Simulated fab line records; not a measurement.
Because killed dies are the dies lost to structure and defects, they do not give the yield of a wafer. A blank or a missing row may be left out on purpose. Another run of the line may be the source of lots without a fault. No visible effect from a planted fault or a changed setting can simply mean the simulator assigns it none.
Which of the tools did it? | flow sky130 | 39 wafers from 13 lots sampled at 4 of the route's 708 steps

WHAT THE GAUGES SHOWED, per wafer
SKY_VIA4_OVL_MEAS_11. Usual: VIA4_OVL typically reads 0.8 nm, with standard deviation 1.6.
lot  | measured     | on         | VIA4_OVL (nm) | flag
L879 | day 43 04:00 | overlay-01 | 1.8 1.9 2.4   |
L880 | day 43 05:54 | overlay-01 | 3.2 2.7 3.6   |
L881 | day 43 10:01 | overlay-02 | 0.1 1.5 -0.4  |
L882 | day 43 21:33 | overlay-02 | 1.5 -0.6 1.1  |
L884 | day 44 11:42 | overlay-02 | 2.5 1.0 0.2   |
L885 | day 44 12:00 | overlay-02 | 1.9 0.6 3.4   |
L886 | day 44 21:22 | overlay-02 | -0.8 0.0 -2.0 |
L888 | day 45 11:13 | overlay-02 | 0.4 1.3 -1.0  |
L889 | day 45 17:58 | overlay-02 | 3.2 1.1 0.8   |
L890 | day 45 21:27 | overlay-02 | 0.1 -0.9 1.5  |
L891 | day 46 02:57 | overlay-01 | -1.0 -1.6 0.0 |
L901 | day 48 15:02 | overlay-01 | 1.3 0.0 0.4   |
L902 | day 48 19:55 | overlay-01 | -1.2 0.9 0.7  |

SKY_METAL5_THK_MEAS_06: measures by xrf. Usual: METAL5_ALCU_THK typically reads 1125 nm, with standard deviation 13.
lot  | measured     | on            | METAL5_ALCU_THK (nm) | flag
L879 | day 43 05:41 | film-metro-04 | 1122 1113 1113       |
L880 | day 43 07:35 | film-metro-04 | 1123 1121 1120       |
L881 | day 43 11:42 | film-metro-01 | 1124 1122 1118       |
L882 | day 43 23:20 | film-metro-04 | 1090 1107 1112       |
L884 | day 44 13:23 | film-metro-03 | 1096 1123 1114       |
L885 | day 44 13:41 | film-metro-03 | 1113 1135 1117       |
L886 | day 44 23:04 | film-metro-04 | 1113 1134 1121       |
L888 | day 45 12:55 | film-metro-04 | 1138 1125 1145       |
L889 | day 45 19:41 | film-metro-01 | 1103 1124 1104       |
L890 | day 45 23:10 | film-metro-04 | 1126 1122 1133       |
L891 | day 46 04:55 | film-metro-04 | 1148 1158 1123       |
L901 | day 48 16:52 | film-metro-03 | 1136 1132 1129       |
L902 | day 48 21:36 | film-metro-03 | 1129 1108 1122       |

SKY_PAD_OPEN_BOW_MEAS_13. Usual: PAD_OPEN_BOW typically reads 49 um, with standard deviation 8.7.
lot  | measured     | on            | PAD_OPEN_BOW (um) | flag
L879 | day 46 04:26 | film-metro-02 | 47 54 58          |
L880 | day 46 05:40 | film-metro-03 | 69 51 63          |
L881 | day 46 08:35 | film-metro-02 | 48 59 51          |
L882 | day 46 20:26 | film-metro-03 | 48 34 45          |
L884 | day 47 07:17 | film-metro-03 | 54 56 39          |
L885 | day 47 07:52 | film-metro-02 | 41 40 37          |
L886 | day 47 17:38 | film-metro-03 | 46 53 58          |
L888 | day 48 04:17 | film-metro-03 | 54 42 60          |
L889 | day 48 11:43 | film-metro-04 | 32 52 41          |
L890 | day 48 14:15 | film-metro-02 | 52 52 34          |
L891 | day 48 18:42 | film-metro-02 | 53 36 56          |
L901 | day 51 00:52 | film-metro-04 | 50 45 48          |
L902 | day 51 03:37 | film-metro-02 | 42 26 41          |

TOOL THAT RAN EACH LOT (tool first, then ch and the chambers of the sampled wafers, then the start)
lot  | SKY_METAL2_STRIP_20
L879 | plasma-asher-04 ch 0,1, day 35 14:03
L880 | plasma-asher-04 ch 0,1, day 35 15:18
L881 | plasma-asher-02 ch 0,1, day 35 21:21
L882 | plasma-asher-04 ch 0,1, day 36 07:53
L884 | plasma-asher-04 ch 0,1, day 37 00:08
L885 | plasma-asher-03 ch 0,1, day 37 00:29
L886 | plasma-asher-04 ch 0,1, day 37 10:14
L888 | plasma-asher-02 ch 0,1, day 38 02:50
L889 | plasma-asher-02 ch 0,1, day 38 08:53
L890 | plasma-asher-02 ch 0,1, day 38 13:42
L891 | plasma-asher-02 ch 0,1, day 38 19:48
L901 | plasma-asher-04 ch 0,1, day 41 23:38
L902 | plasma-asher-04 ch 0,1, day 42 07:12
- SKY_METAL2_STRIP_20: strips in O2/N2.

AS READ BY THE TOOLS THEMSELVES (means over the sampled wafers that have a number; for cases with no such wafer, the mark the record gives instead)
SKY_METAL2_STRIP_20. Usual: drypump-motor-current-A 5.9 A, standard deviation 0.45; oes-product-au 0.343 a.u., standard deviation 0.0049; strip-time-to-endpoint-s 2.70 s, standard deviation 0.045.
lot  | tool            | drypump-motor-current-A (A) | oes-product-au (a.u.) | strip-time-to-endpoint-s (s) | flag
L879 | plasma-asher-04 | 5.8                         | 0.342                 | 2.74                         |
L880 | plasma-asher-04 | 5.6                         | 0.343                 | 2.67                         |
L881 | plasma-asher-02 | 6.5                         | 0.341                 | 2.68                         |
L882 | plasma-asher-04 | 5.8                         | 0.344                 | 2.71                         |
L884 | plasma-asher-04 | 5.6                         | 0.341                 | 2.73                         |
L885 | plasma-asher-03 | 5.7                         | 0.345                 | 2.78                         |
L886 | plasma-asher-04 | 5.6                         | 0.346                 | 2.74                         |
L888 | plasma-asher-02 | 6.4                         | 0.340                 | 2.64                         |
L889 | plasma-asher-02 | 6.1                         | 0.345                 | 2.72                         |
L890 | plasma-asher-02 | 6.1                         | 0.343                 | 2.69                         |
L891 | plasma-asher-02 | 6.1                         | 0.344                 | 2.69                         |
L901 | plasma-asher-04 | 5.7                         | 0.340                 | 2.68                         |
L902 | plasma-asher-04 | 5.6                         | 0.343                 | 2.68                         |

THE ANSWER, worked out from the rows above alone
Rule: a lot counts as off when the mean over its wafers that have a number is more than 3 standard deviations away from the usual mean. A lot without any number at a reading at which 4 lots or more have one is off too. Where the step has rows for the other lots, those lots are counted as sound. First the gauges in route order, then the tools' own readings, where a lot's mean is used as printed above. The first step at which some lot is off is used, and at that step the reading that is off furthest; a lot without a number counts as furthest.
None of the lots is off at any reading shown; this tells nothing.

WHAT THE SIMULATOR HAD PUT IN
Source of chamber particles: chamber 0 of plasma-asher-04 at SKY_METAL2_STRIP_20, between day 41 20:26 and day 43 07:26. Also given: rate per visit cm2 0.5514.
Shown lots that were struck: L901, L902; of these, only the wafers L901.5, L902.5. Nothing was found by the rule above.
